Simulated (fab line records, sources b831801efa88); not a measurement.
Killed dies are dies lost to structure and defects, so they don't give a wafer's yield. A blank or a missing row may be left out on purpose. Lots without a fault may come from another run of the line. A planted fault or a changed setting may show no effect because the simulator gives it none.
Chamber matching | flow gf180mcu | GF_V5_CMP_26 on cmp-01: 4 sister chambers
The step polishes, stops on SiO2, t overpolish 15 s, target thk 0 nm. 8 wafers are shown with their chamber, then 10 later ones without.

WAFERS WITH THEIR CHAMBER
wafer  | chamber | motor_current_A (A) | time_to_endpoint_s (s)
L563.2 | 1       | 10.5                | 88
L568.3 | 3       | 8.6                 | 91
L568.4 | 0       | 8.7                 | 88
L577.2 | 1       | 10.3                | 82
L577.3 | 2       | 12.0                | 83
L577.6 | 2       | 12.9                | 83
L579.2 | 0       | 8.9                 | 87
L579.3 | 3       | 8.6                 | 90

WAFERS WITHOUT THEIR CHAMBER
wafer  | motor_current_A (A) | time_to_endpoint_s (s)
L579.4 | 11.1                | 83
L581.1 | 10.5                | 83
L581.3 | 8.7                 | 82
L581.6 | 8.7                 | 81
L582.1 | 8.6                 | 85
L582.4 | 10.2                | 89
L582.6 | 9.1                 | 91
L580.2 | 9.0                 | 85
L580.3 | 10.2                | 78
L580.5 | 8.9                 | 84

WHICH CHAMBER EACH WENT THROUGH
wafer  | from the rows above     | in truth
L579.4 | can't be placed: 1 or 2 | 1
L581.1 | 1                       | 1
L581.3 | can't be placed: 0 or 3 | 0
L581.6 | can't be placed: 0 or 3 | 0
L582.1 | can't be placed: 0 or 3 | 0
L582.4 | 1                       | 1
L582.6 | can't be placed: 3 or 0 | 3
L580.2 | can't be placed: 0 or 3 | 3
L580.3 | 1                       | 1
L580.5 | can't be placed: 0 or 3 | 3
Placed correctly: 3 of 10. Can't be placed from these rows: 7 (the true chamber is among the candidates in 7). Placed wrongly: 0.
How it was worked out, from the rows above alone: a wafer's distance from a chamber is the root of the sum, over the readings, of the square of ((its reading less the chamber's mean) divided by the reading's scatter). The wafer belongs to the nearest chamber; if the next one is less than 2 further off, it can't be placed. A chamber's mean is the mean of its shown wafers. The scatter: the root of (the sum of the squares of (reading less its chamber's mean) over the shown wafers, divided by (wafers less chambers)).
